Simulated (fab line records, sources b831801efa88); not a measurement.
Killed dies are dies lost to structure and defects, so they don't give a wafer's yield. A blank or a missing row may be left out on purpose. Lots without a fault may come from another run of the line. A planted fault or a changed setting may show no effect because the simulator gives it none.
fab line records | flow sky130
record lots=12 wafers=36 last_day=50
route steps=708 shown LI_CONTACT@364 LOCAL_INTERCONNECT@395 PAD_OPEN@708
lots that met no fault: from a run of the same line without faults
start_h: hours from the record's first day to the start of the lot's first wafer shown | wait_h: hours since the lot's step before | " the same as in the row above | L1.1+2: a row that stands for several wafers | - no value, or no start given | * or withheld: withheld | < > ~ a bound
route shown NAME@n: a module of which the file shows steps, and the number in the route of the first | usual: mean/standard deviation of fault-free wafers | same: alike in all rows | chamber/n: place in a boat | sites: the reading at each site | _std_site: their standard deviation | _edge_site: outer sites' mean less inner sites' | radius_mm: how far each site lies from the wafer's centre | mask NAME#n: copy n | behind: the tool/chamber that last shaped the wafer | hold: why the lot was held/for how many hours/how that ended | device: the transistor (n, p or np) that didn't switch | end of line: the same wafers' tests at the end of the route | a step without rows: its recipe alone | killed: dies lost to structure and defects at the first sort, not the wafer's yield | map: a wafer's dies, x killed, . not, _ none there
set.NAME: the setting as run; set.NAME@STEP: as run at that earlier step | model.NAME: the simulator's own value behind a step, which no gauge read
steps of the route over a sample of lots; a table a step, a row a wafer
services: from which hour (start_h, from the record's first day; less than 0 if before it) a tool's chamber was out of use, for how many hours, and why
## steps
# step SKY_LI_CONTACT_CMP_02
# recipe material=PSG down_force_psi=4 platen_rpm=60 pad_velocity_m_s=0.94248
# usual motor_current_A=12.1/1.3 platen_rpm=60.00/0.042 time_to_endpoint_s=31/3.8
# columns lot.wafer tool chamber start_h wait_h motor_current_A platen_rpm time_to_endpoint_s
L709.3 cmp-02 2 663.57 0.0 12.0 59.95 31
L709.4 " 1 " " 13.4 60.03 29
L709.6 " 2 " " 12.1 59.98 33
L712.3 cmp-02 1 677.89 0.1 13.4 60.00 29
L712.4 " 2 " " 11.5 60.02 31
L712.5 " 0 " " 12.0 59.98 24
L713.2 cmp-01 3 683.01 0.1 9.6 60.04 25
L713.4 " 0 " " 14.6 59.98 31
L713.6 " 2 " " 11.3 60.02 36
L714.3 cmp-02 1 687.80 0.2 13.5 60.06 27
L714.5 " 2 " " 12.2 60.00 34
L714.6 " 3 " " 12.5 60.01 32
L716.2 cmp-02 3 706.78 0.0 12.8 60.01 28
L716.3 " 2 " " 11.3 60.00 33
L716.6 " 0 " " 11.4 59.99 29
L717.2 cmp-01 3 710.02 0.2 9.8 60.04 29
L717.6 " 0 " " 13.4 60.03 33
L717.5 " 1 " " 14.2 60.14 39
L721.1 cmp-01 3 742.48 0.2 9.5 60.00 26
L721.3 " 0 " " 14.6 59.97 33
L721.5 " 2 " " 11.2 60.05 34
L722.3 cmp-01 2 751.12 0.1 11.3 59.99 34
L722.4 " 0 " " 14.3 59.98 34
L722.6 " 1 " " 13.3 59.99 37
L725.1 cmp-01 1 773.83 0.1 13.6 59.96 39
L725.3 " 2 " " 10.6 59.98 34
L725.5 " 1 " " 13.3 59.95 37
L728.2 cmp-02 2 794.57 0.1 11.7 60.02 30
L728.3 " 3 " " 11.9 60.02 33
L728.6 " 1 " " 13.0 60.07 34
L729.4 cmp-01 2 806.32 0.0 11.1 60.00 33
L729.3 " 3 " " 10.2 59.95 27
L729.2 " 1 " " 13.4 60.00 39
L731.4 cmp-01 0 815.44 0.1 14.3 60.01 30
L731.6 " 2 " " 11.0 59.93 31
L731.5 " 3 " " 9.6 60.03 25
# step SKY_LI_CONTACT_OVL_MEAS_13
# usual LI_CONTACT_OVL=1/5.4
# columns lot.wafer tool chamber start_h wait_h LI_CONTACT_OVL[nm]
L709.3 overlay-01 - 692.83 0.1 14
L709.4 " - " " 7
L709.6 " - " " 16
L712.3 overlay-02 - 707.13 0.1 -2
L712.4 " - " " 3
L712.5 " - " " 0
L713.2 overlay-02 - 711.62 0.1 2
L713.4 " - " " 1
L713.6 " - " " 6
L714.3 overlay-01 - 717.13 0.1 12
L714.5 " - " " 6
L714.6 " - " " 6
L716.2 overlay-01 - 734.52 0.1 -1
L716.3 " - " " -3
L716.6 " - " " -4
L717.2 overlay-02 - 739.02 0.1 6
L717.5 " - " " 5
L717.6 " - " " 6
L721.1 overlay-02 - 770.19 0.1 9
L721.3 " - " " 8
L721.5 " - " " 8
L722.3 overlay-02 - 778.41 0.1 -1
L722.4 " - " " -5
L722.6 " - " " -4
L725.1 overlay-02 - 800.88 0.1 -9
L725.3 " - " " -3
L725.5 " - " " -5
L728.2 overlay-01 - 821.32 0.1 7
L728.3 " - " " 4
L728.6 " - " " 3
L729.2 overlay-01 - 833.04 0.1 0
L729.3 " - " " 7
L729.4 " - " " 3
L731.4 overlay-02 - 842.22 0.1 -1
L731.5 " - " " -4
L731.6 " - " " -2
# step SKY_LI_CONTACT_SPUTTER_20
# recipe material=TiN target_thk_nm=20 chamber_pressure_pa=5 power_w=4000 time_s=80
# usual cathode_dc_power_W=4000.0/0.69 throttle_valve_pct=30.2/1.1
# columns lot.wafer tool chamber start_h wait_h cathode_dc_power_W throttle_valve_pct
L709.3 pvd_sputter-04 - 693.36 0.0 4000.4 30.9
L709.4 " - " " 4001.3 30.1
L709.6 " - " " 4000.9 29.1
L712.3 pvd_sputter-04 - 707.66 0.0 4000.5 30.2
L712.4 " - " " 3999.9 30.7
L712.5 " - " " 4000.2 30.8
L713.2 pvd_sputter-02 - 712.15 0.0 4000.6 30.8
L713.4 " - " " 4000.0 28.4
L713.6 " - " " 4000.1 31.0
L714.3 pvd_sputter-02 - 717.65 0.0 4000.4 29.9
L714.5 " - " " 3998.9 30.0
L714.6 " - " " 4000.3 31.0
L716.2 pvd_sputter-02 - 735.05 0.0 4000.5 30.0
L716.3 " - " " 4000.1 30.9
L716.6 " - " " 3998.4 31.1
L717.2 pvd_sputter-04 - 739.55 0.0 3999.3 30.8
L717.5 " - " " 4000.6 29.3
L717.6 " - " " 4001.0 30.8
L721.1 pvd_sputter-04 - 770.74 0.0 3999.8 30.7
L721.3 " - " " 4001.8 29.4
L721.5 " - " " 3999.7 29.3
L722.3 pvd_sputter-04 - 778.93 0.0 4000.2 29.5
L722.4 " - " " 4000.7 29.9
L722.6 " - " " 4000.3 29.1
L725.1 pvd_sputter-01 - 801.41 0.0 4001.0 28.5
L725.3 " - " " 4000.5 29.6
L725.5 " - " " 3999.3 32.0
L728.2 pvd_sputter-02 - 821.86 0.0 3999.8 31.1
L728.3 " - " " 4000.3 30.9
L728.6 " - " " 3999.7 31.1
L729.2 pvd_sputter-04 - 833.56 0.0 4000.1 29.3
L729.3 " - " " 4000.6 30.5
L729.4 " - " " 3999.9 30.6
L731.4 pvd_sputter-01 - 842.76 0.0 4000.3 28.3
L731.5 " - " " 3999.3 30.1
L731.6 " - " " 3999.1 31.9
# step SKY_LOCAL_INTERCONNECT_EXPOSE_08
# recipe mask_id=LI1M na=0.8 source_shape=annular sigma_inner=0.55 sigma_outer=0.85 target_cd_nm=170 dose_mj=28
# usual exposure_dose_mJ_cm2=28.002/0.026
# columns lot.wafer tool chamber start_h wait_h mask exposure_dose_mJ_cm2
L709.3 krf_scanner-01 0 709.02 - LI1M#0 28.016
L709.4 " 0 " " LI1M#0 28.013
L709.6 " 0 " " LI1M#0 27.988
L712.3 krf_scanner-01 0 722.38 - LI1M#0 27.968
L712.4 " 0 " " LI1M#0 28.013
L712.5 " 0 " " LI1M#0 28.012
L713.2 krf_scanner-02 0 726.82 - LI1M#0 28.035
L713.4 " 0 " " LI1M#0 27.987
L713.6 " 0 " " LI1M#0 28.026
L714.3 krf_scanner-02 0 733.67 - LI1M#0 28.021
L714.5 " 0 " " LI1M#0 27.970
L714.6 " 0 " " LI1M#0 28.018
L716.2 krf_scanner-02 0 748.46 - LI1M#0 28.006
L716.3 " 0 " " LI1M#0 27.992
L716.6 " 0 " " LI1M#0 27.983
L717.2 krf_scanner-01 0 753.40 - LI1M#0 28.001
L717.5 " 0 " " LI1M#0 28.025
L717.6 " 0 " " LI1M#0 28.014
L721.1 krf_scanner-02 0 785.19 - LI1M#0 28.023
L721.3 " 0 " " LI1M#0 28.005
L721.5 " 0 " " LI1M#0 27.997
L722.3 krf_scanner-01 0 793.27 - LI1M#0 27.982
L722.4 " 0 " " LI1M#0 27.993
L722.6 " 0 " " LI1M#0 28.055
L725.1 krf_scanner-01 0 816.68 - LI1M#0 27.960
L725.3 " 0 " " LI1M#0 27.978
L725.5 " 0 " " LI1M#0 27.951
L728.2 krf_scanner-02 0 835.85 - LI1M#0 27.347
L728.3 " 0 " " LI1M#0 27.344
L728.6 " 0 " " LI1M#0 27.378
L729.2 krf_scanner-02 0 847.40 - LI1M#0 27.416
L729.3 " 0 " " LI1M#0 27.343
L729.4 " 0 " " LI1M#0 27.361
L731.4 krf_scanner-01 0 856.68 - LI1M#0 28.079
L731.5 " 0 " " LI1M#0 28.066
L731.6 " 0 " " LI1M#0 28.017
# step SKY_LOCAL_INTERCONNECT_CD_MEAS_11
# recipe target_cd_nm=170
# usual cd_nm=170.4/1.6
# columns lot.wafer tool chamber start_h wait_h hold cd_nm
L709.3 cd_sem-02 - 722.32 - - 170.5
L709.4 " - " " - 171.1
L709.6 " - " " - 171.5
L712.3 cd_sem-01 - 736.65 - - 168.5
L712.4 " - " " - 170.6
L712.5 " - " " - 169.8
L713.2 cd_sem-01 - 740.58 - - 172.6
L713.4 " - " " - 173.4
L713.6 " - " " - 173.2
L714.3 cd_sem-02 - 746.22 - - 169.8
L714.5 " - " " - 171.1
L714.6 " - " " - 169.8
L716.2 cd_sem-01 - 762.40 - - 170.3
L716.3 " - " " - 172.3
L716.6 " - " " - 169.3
L717.2 cd_sem-01 - 767.31 - - 167.7
L717.5 " - " " - 168.2
L717.6 " - " " - 169.5
L721.1 cd_sem-01 - 798.68 - - 172.3
L721.3 " - " " - 171.6
L721.5 " - " " - 172.7
L722.3 cd_sem-01 - 805.90 - - 169.4
L722.4 " - " " - 169.2
L722.6 " - " " - 170.2
L725.1 cd_sem-02 - 828.98 - - 168.3
L725.3 " - " " - 169.3
L725.5 " - " " - 169.0
L728.2 cd_sem-01 - 848.35 - await_dispo/0.2h/release 139.8
L728.3 " - " " await_dispo/0.2h/release 153.0
L728.6 " - " " await_dispo/0.2h/release 144.6
L728.2 cd_sem-01 - 848.80 0.4 - 139.7
L728.3 " - " " - 153.0
L728.6 " - " " - 144.5
L729.2 cd_sem-01 - 859.45 - await_dispo/0.2h/release 147.6
L729.3 " - " " await_dispo/0.2h/release 133.0
L729.4 " - " " await_dispo/0.2h/release 166.7
L729.2 cd_sem-01 - 859.87 0.4 - 147.9
L729.3 " - " " - 132.9
L729.4 " - " " - 166.4
L731.4 cd_sem-01 - 870.00 - - 166.1
L731.5 " - " " - 167.8
L731.6 " - " " - 166.5
# step SKY_PAD_OPEN_PROBE_99
# usual killed_at_M0_to_M3=42/6.8 killed_at_M4_up=3.4/1.8 killed_at_contacts=25/5.7 killed_at_front_end=16/4.8 killed_at_other=0.2/0.39 killed_dies=87/9.6 killed_on_rim=17/3.9 killed_open=47/6.9 killed_short=40/6.3
# same gross_dies=492 killed_at_back_side=0
# columns lot.wafer tool chamber start_h wait_h hold killed_at_M0_to_M3 killed_at_M4_up killed_at_contacts killed_at_front_end killed_at_other killed_dies killed_on_rim killed_open killed_short
L709.3 prober-01 - 1091.01 0.2 - 46 4 32 11 0 93 26 51 42
L709.4 prober-01 - 1091.06 0.2 - 48 4 26 11 1 90 14 49 41
L709.6 prober-01 - 1091.16 0.2 - 46 5 29 17 0 97 13 55 42
L712.3 prober-02 - 1099.03 0.2 - 31 3 29 22 0 85 18 49 36
L712.4 prober-02 - 1099.08 0.2 - 52 2 22 15 0 91 21 47 44
L712.5 prober-02 - 1099.13 0.2 - 50 4 16 13 0 83 23 48 35
L713.2 prober-01 - 1102.53 0.1 - 43 6 18 16 0 83 11 51 32
L713.4 prober-01 - 1102.63 0.2 - 42 3 24 7 0 76 16 43 33
L713.6 prober-01 - 1102.73 0.2 - 38 4 35 19 1 97 21 45 52
L714.3 prober-01 - 1107.53 0.2 - 36 3 23 19 0 81 15 40 41
L714.5 prober-01 - 1107.63 0.2 - 39 7 19 21 1 87 12 41 46
L714.6 prober-01 - 1107.68 0.2 - 42 3 15 11 0 71 14 33 38
L716.2 prober-02 - 1118.53 0.1 - 40 3 28 11 0 82 13 42 40
L716.3 prober-02 - 1118.58 0.2 - 29 4 20 18 0 71 12 36 35
L716.6 prober-02 - 1118.73 0.2 - 42 2 26 24 0 94 26 63 31
L717.2 prober-01 - 1122.64 0.1 - 32 3 15 20 0 70 11 34 36
L717.5 prober-01 - 1122.79 0.2 - 44 4 29 14 0 91 23 50 41
L717.6 prober-01 - 1122.84 0.2 - 43 3 13 21 0 80 19 32 48
L721.1 prober-01 - 1146.27 0.1 - 51 2 25 15 0 93 21 51 42
L721.3 prober-01 - 1146.37 0.2 - 33 3 23 11 0 70 16 40 30
L721.5 prober-01 - 1146.47 0.2 - 50 5 31 13 0 99 20 59 40
L722.3 prober-02 - 1150.53 0.2 - 38 4 25 27 0 94 15 60 34
L722.4 prober-02 - 1150.58 0.2 - 38 1 22 14 1 76 11 39 37
L722.6 prober-02 - 1150.68 0.2 - 37 4 29 10 1 81 17 42 39
L725.1 prober-01 - 1167.13 0.1 - 46 4 29 15 0 94 15 51 43
L725.3 prober-01 - 1167.23 0.2 - 43 7 27 11 0 88 19 51 37
L725.5 prober-01 - 1167.33 0.2 - 44 3 23 16 0 86 7 50 36
L728.2 prober-02 - 1179.06 0.1 await_dispo/1.6h/release 45 2 231 11 1 290 33 47 35
L728.3 prober-02 - 1179.11 0.2 await_dispo/1.6h/release 46 4 36 10 0 96 13 42 50
L728.6 prober-02 - 1179.26 0.2 await_dispo/1.6h/release 39 5 87 10 0 141 13 47 41
L729.2 prober-01 - 1186.14 0.1 await_dispo/2.8h/release 49 4 47 19 0 119 18 51 49
L729.3 prober-01 - 1186.19 0.2 await_dispo/2.8h/release 37 5 383 12 1 438 72 47 39
L729.4 prober-01 - 1186.24 0.2 await_dispo/2.8h/release 41 0 32 17 0 90 12 50 40
L731.4 prober-01 - 1190.77 0.2 - 57 2 20 14 0 93 18 50 43
L731.5 prober-01 - 1190.82 0.2 - 54 0 24 9 0 87 18 42 45
L731.6 prober-01 - 1190.87 0.2 - 48 5 15 8 0 76 15 42 34
# killed by level:class
L709.3 VIA1:geometric_particle:open=14 CONTACT:geometric_particle:open=12 LI_CONTACT:geometric_particle:open=7 METAL1:geometric_particle:short=7 LOCAL_INTERCONNECT:geometric_particle:short=6 VIA1:geometric_particle:short=6 VIA3:geometric_particle:open=6 LI_CONTACT:geometric_particle:short=5
L709.4 CONTACT:geometric_particle:open=10 LI_CONTACT:geometric_particle:open=9 VIA1:geometric_particle:open=9 METAL1:geometric_particle:short=7 VIA1:geometric_particle:short=6 METAL2:geometric_particle:short=6 VIA2:geometric_particle:short=5 VIA3:geometric_particle:open=5
L709.6 VIA1:geometric_particle:open=19 CONTACT:geometric_particle:open=13 VIA1:geometric_particle:short=8 FIELD_ISO:geometric_particle:open=5 POLY_GATE:geometric_particle:short=5 LI_CONTACT:geometric_particle:open=5 CONTACT:geometric_particle:short=5 FIELD_ISO:geometric_particle:short=3
L712.3 CONTACT:geometric_particle:open=12 VIA3:geometric_particle:open=8 METAL2:geometric_particle:short=7 FIELD_ISO:geometric_particle:open=6 LI_CONTACT:geometric_particle:open=6 FIELD_ISO:geometric_particle:short=5 LOCAL_INTERCONNECT:geometric_particle:short=5 VIA1:geometric_particle:open=5
L712.4 VIA2:geometric_particle:short=10 VIA3:geometric_particle:open=9 VIA1:geometric_particle:open=8 VIA2:geometric_particle:open=7 LI_CONTACT:geometric_particle:open=6 CONTACT:geometric_particle:open=5 METAL2:geometric_particle:short=5 VIA3:geometric_particle:short=5
L712.5 VIA1:geometric_particle:open=10 VIA3:geometric_particle:open=10 METAL3:geometric_particle:short=6 CONTACT:geometric_particle:open=6 METAL2:geometric_particle:short=6 VIA2:geometric_particle:open=6 FIELD_ISO:geometric_particle:open=4 LI_CONTACT:geometric_particle:open=4
L713.2 VIA1:geometric_particle:open=16 LI_CONTACT:geometric_particle:open=9 VIA2:geometric_particle:open=6 FIELD_ISO:geometric_particle:short=5 CONTACT:geometric_particle:open=5 METAL2:geometric_particle:short=5 METAL3:geometric_particle:short=5 METAL4:geometric_particle:short=4
L713.4 VIA1:geometric_particle:open=13 CONTACT:geometric_particle:open=10 LOCAL_INTERCONNECT:geometric_particle:short=6 METAL2:geometric_particle:short=5 VIA2:geometric_particle:open=5 VIA3:geometric_particle:open=5 METAL1:geometric_particle:short=4 METAL4:geometric_particle:short=3
L713.6 LI_CONTACT:geometric_particle:open=10 CONTACT:geometric_particle:open=10 FIELD_ISO:geometric_particle:short=9 METAL2:geometric_particle:short=8 VIA1:geometric_particle:open=6 LOCAL_INTERCONNECT:geometric_particle:short=6 METAL1:geometric_particle:short=6 LI_CONTACT:geometric_particle:short=4
L714.3 VIA1:geometric_particle:open=11 METAL1:geometric_particle:short=8 CONTACT:geometric_particle:open=8 POLY_GATE:geometric_particle:short=6 LOCAL_INTERCONNECT:geometric_particle:short=5 CONTACT:geometric_particle:short=5 FIELD_ISO:geometric_particle:short=4 POLY_GATE:geometric_particle:open=4
L714.5 FIELD_ISO:geometric_particle:open=7 METAL4:geometric_particle:short=7 LI_CONTACT:geometric_particle:open=7 FIELD_ISO:geometric_particle:short=6 METAL1:geometric_particle:short=6 VIA1:geometric_particle:open=6 VIA3:geometric_particle:open=6 CONTACT:geometric_particle:open=5
L714.6 VIA1:geometric_particle:open=8 METAL1:geometric_particle:short=6 VIA2:geometric_particle:open=6 VIA3:geometric_particle:short=5 VIA3:geometric_particle:open=5 POLY_GATE:geometric_particle:open=4 LOCAL_INTERCONNECT:geometric_particle:short=4 CONTACT:geometric_particle:short=4
L716.2 CONTACT:geometric_particle:open=11 CONTACT:geometric_particle:short=8 VIA1:geometric_particle:open=8 LOCAL_INTERCONNECT:geometric_particle:short=6 VIA2:geometric_particle:open=6 FIELD_ISO:geometric_particle:open=4 METAL1:geometric_particle:short=4 VIA1:geometric_particle:short=4
L716.3 CONTACT:geometric_particle:open=9 FIELD_ISO:geometric_particle:open=7 VIA1:geometric_particle:open=7 POLY_GATE:geometric_particle:short=5 CONTACT:geometric_particle:short=5 LI_CONTACT:geometric_particle:open=4 VIA1:geometric_particle:short=4 METAL1:geometric_particle:short=4
L716.6 CONTACT:geometric_particle:open=12 VIA3:geometric_particle:open=11 VIA1:geometric_particle:open=10 FIELD_ISO:geometric_particle:open=7 VIA2:geometric_particle:open=7 POLY_GATE:geometric_particle:short=6 LI_CONTACT:geometric_particle:open=5 LOCAL_INTERCONNECT:geometric_particle:short=5
L717.2 METAL2:geometric_particle:short=8 CONTACT:geometric_particle:open=7 POLY_GATE:geometric_particle:short=5 POLY_GATE:geometric_particle:open=5 VIA1:geometric_particle:short=5 CONTACT:geometric_particle:short=4 VIA1:geometric_particle:open=4 FIELD_ISO:geometric_particle:open=3
L717.5 VIA1:geometric_particle:open=14 CONTACT:geometric_particle:open=11 CONTACT:geometric_particle:short=8 METAL1:geometric_particle:short=8 FIELD_ISO:geometric_particle:open=5 POLY_GATE:geometric_particle:open=4 LI_CONTACT:geometric_particle:open=4 VIA1:geometric_particle:short=4
L717.6 VIA1:geometric_particle:open=12 METAL1:geometric_particle:short=10 POLY_GATE:geometric_particle:short=8 POLY_GATE:geometric_particle:open=8 VIA1:geometric_particle:short=6 CONTACT:geometric_particle:open=4 CONTACT:geometric_particle:short=4 METAL2:geometric_particle:short=4
L721.1 VIA1:geometric_particle:open=15 CONTACT:geometric_particle:open=10 VIA2:geometric_particle:open=8 VIA3:geometric_particle:open=7 LOCAL_INTERCONNECT:geometric_particle:short=6 CONTACT:geometric_particle:short=5 VIA1:geometric_particle:short=5 METAL2:geometric_particle:short=5
L721.3 CONTACT:geometric_particle:open=8 VIA1:geometric_particle:open=8 LI_CONTACT:geometric_particle:open=6 METAL1:geometric_particle:short=5 VIA2:geometric_particle:open=5 VIA3:geometric_particle:open=5 CONTACT:geometric_particle:short=4 POLY_GATE:geometric_particle:open=3
L721.5 VIA1:geometric_particle:open=11 LI_CONTACT:geometric_particle:open=11 CONTACT:geometric_particle:open=11 METAL1:geometric_particle:short=8 VIA2:geometric_particle:open=7 VIA3:geometric_particle:open=6 METAL2:geometric_particle:short=5 POLY_GATE:geometric_particle:open=4
L722.3 CONTACT:geometric_particle:open=13 FIELD_ISO:geometric_particle:open=11 VIA1:geometric_particle:open=11 VIA2:geometric_particle:open=7 FIELD_ISO:geometric_particle:short=6 METAL2:geometric_particle:short=5 POLY_GATE:geometric_particle:open=4 CONTACT:geometric_particle:short=4
L722.4 VIA1:geometric_particle:open=13 METAL2:geometric_particle:short=7 POLY_GATE:geometric_particle:open=6 CONTACT:geometric_particle:open=5 CONTACT:geometric_particle:short=5 VIA1:geometric_particle:short=5 FIELD_ISO:geometric_particle:open=4 LI_CONTACT:geometric_particle:open=4
L722.6 LI_CONTACT:geometric_particle:open=9 VIA1:geometric_particle:open=9 METAL2:geometric_particle:short=8 VIA2:geometric_particle:open=8 CONTACT:geometric_particle:short=7 CONTACT:geometric_particle:open=6 LOCAL_INTERCONNECT:geometric_particle:short=4 METAL3:geometric_particle:short=4
L725.1 VIA1:geometric_particle:open=14 CONTACT:geometric_particle:open=10 LI_CONTACT:geometric_particle:open=7 METAL1:geometric_particle:short=6 LOCAL_INTERCONNECT:geometric_particle:short=5 METAL2:geometric_particle:short=5 VIA3:geometric_particle:open=5 CONTACT:geometric_particle:short=4
L725.3 LI_CONTACT:geometric_particle:open=13 CONTACT:geometric_particle:open=9 VIA2:geometric_particle:open=8 METAL1:geometric_particle:short=6 METAL4:geometric_particle:short=6 METAL3:geometric_particle:short=5 METAL2:geometric_particle:short=5 VIA3:geometric_particle:open=4
L725.5 VIA1:geometric_particle:open=15 CONTACT:geometric_particle:open=11 METAL1:geometric_particle:short=8 LI_CONTACT:geometric_particle:open=6 POLY_GATE:geometric_particle:open=5 VIA2:geometric_particle:short=4 VIA2:geometric_particle:open=4 SPACER:geometric_particle:short=3
L728.2 LOCAL_INTERCONNECT:area_expose=208 VIA2:geometric_particle:open=10 VIA3:geometric_particle:open=9 CONTACT:geometric_particle:open=8 CONTACT:geometric_particle:short=6 VIA1:geometric_particle:open=6 POLY_GATE:geometric_particle:short=5 VIA1:geometric_particle:short=5
L728.3 CONTACT:geometric_particle:open=13 VIA1:geometric_particle:open=8 LOCAL_INTERCONNECT:geometric_particle:short=7 VIA2:geometric_particle:short=7 METAL2:geometric_particle:open=6 CONTACT:geometric_particle:short=6 VIA2:geometric_particle:open=6 METAL1:geometric_particle:short=5
L728.6 LOCAL_INTERCONNECT:area_expose=53 VIA1:geometric_particle:open=11 CONTACT:geometric_particle:open=10 CONTACT:geometric_particle:short=7 LI_CONTACT:geometric_particle:open=6 METAL1:geometric_particle:short=6 VIA2:geometric_particle:open=6 LOCAL_INTERCONNECT:geometric_particle:short=5
L729.2 LOCAL_INTERCONNECT:area_expose=19 CONTACT:geometric_particle:open=14 METAL2:geometric_particle:short=11 VIA3:geometric_particle:open=9 FIELD_ISO:geometric_particle:open=6 POLY_GATE:geometric_particle:short=6 LI_CONTACT:geometric_particle:open=6 VIA1:geometric_particle:open=6
L729.3 LOCAL_INTERCONNECT:area_expose=352 LI_CONTACT:geometric_particle:open=11 CONTACT:geometric_particle:open=10 VIA1:geometric_particle:short=6 CONTACT:geometric_particle:short=6 VIA1:geometric_particle:open=6 VIA3:geometric_particle:open=5 FIELD_ISO:geometric_particle:short=4
L729.4 VIA1:geometric_particle:open=11 LI_CONTACT:geometric_particle:open=9 CONTACT:geometric_particle:open=8 CONTACT:geometric_particle:short=7 LOCAL_INTERCONNECT:geometric_particle:short=5 METAL2:geometric_particle:short=5 POLY_GATE:geometric_particle:short=4 METAL2:geometric_particle:open=4
L731.4 VIA1:geometric_particle:open=18 METAL2:geometric_particle:short=9 FIELD_ISO:geometric_particle:short=5 VIA1:geometric_particle:short=5 CONTACT:geometric_particle:short=5 VIA2:geometric_particle:open=5 VIA3:geometric_particle:open=5 FIELD_ISO:geometric_particle:open=4
L731.5 VIA1:geometric_particle:open=12 LI_CONTACT:geometric_particle:open=8 METAL1:geometric_particle:short=8 METAL2:geometric_particle:short=8 VIA3:geometric_particle:open=8 CONTACT:geometric_particle:short=6 CONTACT:geometric_particle:open=5 VIA1:geometric_particle:short=5
L731.6 VIA1:geometric_particle:open=13 VIA3:geometric_particle:open=8 CONTACT:geometric_particle:open=7 METAL2:geometric_particle:short=5 METAL1:geometric_particle:short=5 METAL3:geometric_particle:short=5 POLY_GATE:geometric_particle:short=4 VIA2:geometric_particle:open=4
## services
# columns tool chamber start_h hours kind
cmp-01 - 640.15 0.9 repair
krf_scanner-02 - 650.92 1.0 pm
cmp-01 - 651.13 1.2 repair
cmp-01 - 664.61 12.3 repair
krf_scanner-02 - 669.85 3.6 pm
krf_scanner-01 - 690.59 0.8 pm
krf_scanner-02 - 694.00 11.6 pm
cmp-01 - 698.25 0.8 repair
krf_scanner-01 - 705.55 1.3 pm
krf_scanner-01 - 706.85 1.0 pm
krf_scanner-02 - 711.07 0.8 pm
cmp-01 - 716.87 0.8 repair
pvd_sputter-04 - 718.25 4.7 repair
cmp-01 - 751.72 1.2 repair
krf_scanner-02 - 752.88 1.3 pm
krf_scanner-01 - 763.40 4.4 pm
krf_scanner-02 - 791.28 0.3 repair
cmp-01 - 793.39 4.0 pm
krf_scanner-02 - 819.54 2.4 repair
krf_scanner-02 - 821.93 1.0 pm
krf_scanner-02 - 824.91 4.4 pm
krf_scanner-01 - 841.84 4.0 pm
krf_scanner-01 - 845.86 0.8 pm
cmp-02 - 849.64 0.9 repair
## key
first_sign step=SKY_LOCAL_INTERCONNECT_EXPOSE_08 reading=exposure_dose_mJ_cm2 direction=down sigmas=24 usual=* struck=*
effect step=SKY_LOCAL_INTERCONNECT_CD_MEAS_11 reading=visit direction=added through=control_loop
effect step=SKY_LOCAL_INTERCONNECT_CD_MEAS_11 reading=cd_nm direction=down sigmas=14 usual=170.4 struck=147.5 through=control_loop
effect step=SKY_PAD_OPEN_PROBE_99 reading=killed_at_contacts direction=up sigmas=19 usual=25 struck=136 wafers_moved=4
more_kills_born_at SKY_LOCAL_INTERCONNECT_EXPOSE_08@krf_scanner-02=636
met_at SKY_LOCAL_INTERCONNECT_EXPOSE_08
struck_lots L728,L729
later_rows_left_out L729.3
tester_left_out L728,L729
loop_trim step=SKY_LOCAL_INTERCONNECT_EXPOSE_08 setting=dose lots=L728,L729
not_acting_at SKY_LI_CONTACT_CMP_02,SKY_LI_CONTACT_OVL_MEAS_13,SKY_LI_CONTACT_SPUTTER_20
onset_between 785.19 835.85
fault kind=process_parameter_drift tool=krf_scanner-02 chamber=- onset_h=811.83 steps=SKY_LOCAL_INTERCONNECT_EXPOSE_08 channel=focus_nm offset=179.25 spread_by_wafer=0.3 shape=step end_h=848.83
# tester_left_out: of these lots the tester's yield and bins aren't shown, on N5 and GAA mostly nor the transistor test; their killed dies are dies lost to structure and defects alone, not to doping, threshold or leakage, so they don't give the yield
# later_rows_left_out: the simulator's readings of these wafers behind a module that went badly wrong aren't trusted and aren't shown, but for the sort
# loop_trim: a control loop set the setting to another value than it would have without faults
